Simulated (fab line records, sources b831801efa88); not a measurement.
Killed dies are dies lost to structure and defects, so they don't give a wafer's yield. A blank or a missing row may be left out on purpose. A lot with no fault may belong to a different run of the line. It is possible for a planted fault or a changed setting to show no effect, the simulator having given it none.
Code-filled problem report in 8D (eight disciplines) form	flow gf180mcu	the parts of the form that need people (team, actions taken, sign-off) are left out

1. WHAT IS WRONG
run-length-s at GF_HV_LDD_ETCHBACK_58 reads a mean of 116.3 s on 2 wafers of 2 lots; wafers without a fault read 128.2 s with a standard deviation of 0.56. Relative to the usual mean, that is a shift of -21 standard deviations.
The step: etches Si3N4 in CH3F/O2, stops on SiO2, time 100 s, target depth 90 nm.
Seen first at day 16 11:11 on rie-diel-04, wafer L509.5. Wafers with a number at this step in the record: 17, from 6 lots. The rule behind "out" and "out of limits": a value lying over 4 standard deviations away from the usual mean. All remaining wafers that have a number are taken as sound.

2. WHAT IT IS, WHAT IT ISN'T
question	is	is not
which readings at this step	run-length-s, oes-product-au	drypump-motor-current-A, throttle-valve-pct
which lots	L509, L510	L501, L506, L520, L521
which wafers of those lots	L509.5, L510.1	L509.3, L510.2, L510.3
read on which tools	rie-diel-04	rie-diel-01, rie-diel-03
when	from day 16 11:11	up to then (7 sound wafers); but 8 sound wafers of L510, L520, L521 came after

3. SUSPECTS, AND WHAT RULES EACH OUT
Counting: a tool at a process step up to the reading stays a suspect if it ran every lot that is out. Sound lots after the first of them don't rule it out here, since some wafers of a struck lot are sound.
- rie-diel-04 at GF_HV_LDD_ETCHBACK_58 (etches Si3N4 in CH3F/O2, stops on SiO2, time 100 s, target depth 90 nm): kept. It processed each lot that is out (first: L509, day 16 11:11); up to then, its last sound lot is L506 (day 15 06:07). Out on those wafers are its own readings of oes-product-au, run-length-s.
Left after counting: rie-diel-04 at GF_HV_LDD_ETCHBACK_58.

4. THE CAUSE (what the simulator had put in)
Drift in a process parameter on rie-diel-04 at GF_HV_LDD_ETCHBACK_58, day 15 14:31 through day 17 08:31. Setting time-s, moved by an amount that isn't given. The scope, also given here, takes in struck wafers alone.
Counting left only this tool.

5. THE EFFECT CHAIN, in route order
Each row: a reading where the mean over the struck wafers with a number is more than 3 standard deviations away from the usual. Scope: only readings with a usual standard deviation given in the record; hours: median across lots of the time from each lot's start at the first step in this table that gives one to its start at this step; sigmas: change in usual standard deviations.
hours	step	reading	usual	on struck wafers	change	sigmas
0	GF_HV_LDD_ETCHBACK_58	oes-product-au	0.840 a.u.	0.955	+0.115	+18
0	GF_HV_LDD_ETCHBACK_58	run-length-s	128.2 s	116.3	-11.9	-21
It contains these process steps:
- GF_HV_LDD_ETCHBACK_58: etches Si3N4 in CH3F/O2, stops on SiO2, time 100 s, target depth 90 nm.
At these later measuring or inspecting steps, every struck wafer for which the step has a row has a number for every such reading, and none has moved that far: GF_NSD_CD_MEAS_07, GF_NSD_OVL_MEAS_08, GF_NSD_TW_MEAS_12, GF_PSD_CD_MEAS_07, GF_PSD_OVL_MEAS_08, GF_PSD_TW_MEAS_11.

6. HOW IT WOULD HAVE BEEN CAUGHT EARLIER
21 hours passed between the start of the fault at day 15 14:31 and the first reading out of limits in this record, taken at day 16 11:11.
